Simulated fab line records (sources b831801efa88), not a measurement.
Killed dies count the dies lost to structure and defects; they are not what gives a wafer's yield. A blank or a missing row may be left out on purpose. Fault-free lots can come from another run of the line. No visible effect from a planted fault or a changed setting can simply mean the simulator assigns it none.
The same fault as seen by 2 desks | flow gf180mcu | each desk holds nothing but its own numbers, with what lay behind them at the end

== FOR THE TOOL OWNER'S DESK: cmp-02 ==
The tool's own readings at GF_V3_CMP_04 (polishes SiO2): means of the sampled wafers that have a number, for each lot that ran on this tool. If a lot's mean is further than 4 standard deviations from the usual mean, the lot is out of limits and carries the mark OUT (the distance appears in the brackets).
Columns: A = motor-current-A at GF_V3_CMP_04, usual 11.5 A; B = time-to-endpoint-s at GF_V3_CMP_04, usual 83 s
lot  | first seen here | A    | B
L582 | day 23 07:04    | 11.6 | 82
L592 | day 26 17:34    | 10.4 | 63 (-4.2) OUT
L593 | day 27 01:10    | 10.3 | 65
L601 | day 29 12:30    | 10.4 | 86
This desk's verdict: out of limits on L592, starting with L592 at day 26 17:34 (time-to-endpoint-s at GF_V3_CMP_04). L582, L593, L601: within limits.

== METROLOGY DESK ==
What the gauges read for every lot (on any tool): the sampled wafers with a number, averaged. If a lot's mean is further than 4 standard deviations from the usual mean, the lot is out of limits and carries the mark OUT (the distance appears in the brackets). It has 9 readings; the 7 that lie furthest out on some lot are the ones shown.
Columns: A = cd-nm at GF_M3_CD_MEAS_14, usual 279.9 nm; B = V3_CVD_00_THK at GF_V3_THK_MEAS_01, usual 599 nm; C = V3_CVD_02_THK at GF_V3_THK_MEAS_03, usual 853 nm; D = V3_BOW at GF_V3_BOW_MEAS_05, usual 116 um; E = cd-nm at GF_V3_CD_MEAS_14, usual 259.4 nm; F = V3_OVL at GF_V3_OVL_MEAS_15, usual 3 nm; G = V3_W_THK at GF_V3_THK_MEAS_25, usual 354 nm
lot  | first seen here | A     | B   | C   | D   | E     | F  | G
L580 | day 22 10:50    | 278.7 | 604 | 851 | 115 | 258.8 | 7  | 358
L582 | day 23 05:57    | 279.8 | 594 | 852 | 109 | 260.0 | 6  | 355
L589 | day 25 19:41    | 281.6 | 601 | 844 | 113 | 256.3 | -1 | 348
L592 | day 26 16:08    | 280.1 | 604 | 854 | 119 | 260.2 | 9  | 355
L593 | day 26 23:58    | 279.5 | 598 | 862 | 117 | 259.9 | -5 | 358
L601 | day 29 10:50    | 279.7 | 596 | 846 | 108 | 259.2 | 2  | 356
This desk's verdict: no lot among the 6 shows anything out of limits.

== ALL TOGETHER ==
On L592, at day 26 17:34, an alarm was possible from the tool owner's desk.
The metrology desk saw nothing out of limits.
The metrology desk has L592 on record, within its limits.
GF_V3_CMP_04 was run on cmp-02 by each of the lots named.

== WHAT THE SIMULATOR HAD PUT IN ==
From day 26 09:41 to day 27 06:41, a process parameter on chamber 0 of cmp-02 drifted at GF_V3_CMP_04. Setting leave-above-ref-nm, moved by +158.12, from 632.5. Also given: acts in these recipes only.
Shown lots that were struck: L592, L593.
Delay in hours, fault start to first out-of-limits reading, by desk: the tool owner's desk at 8.
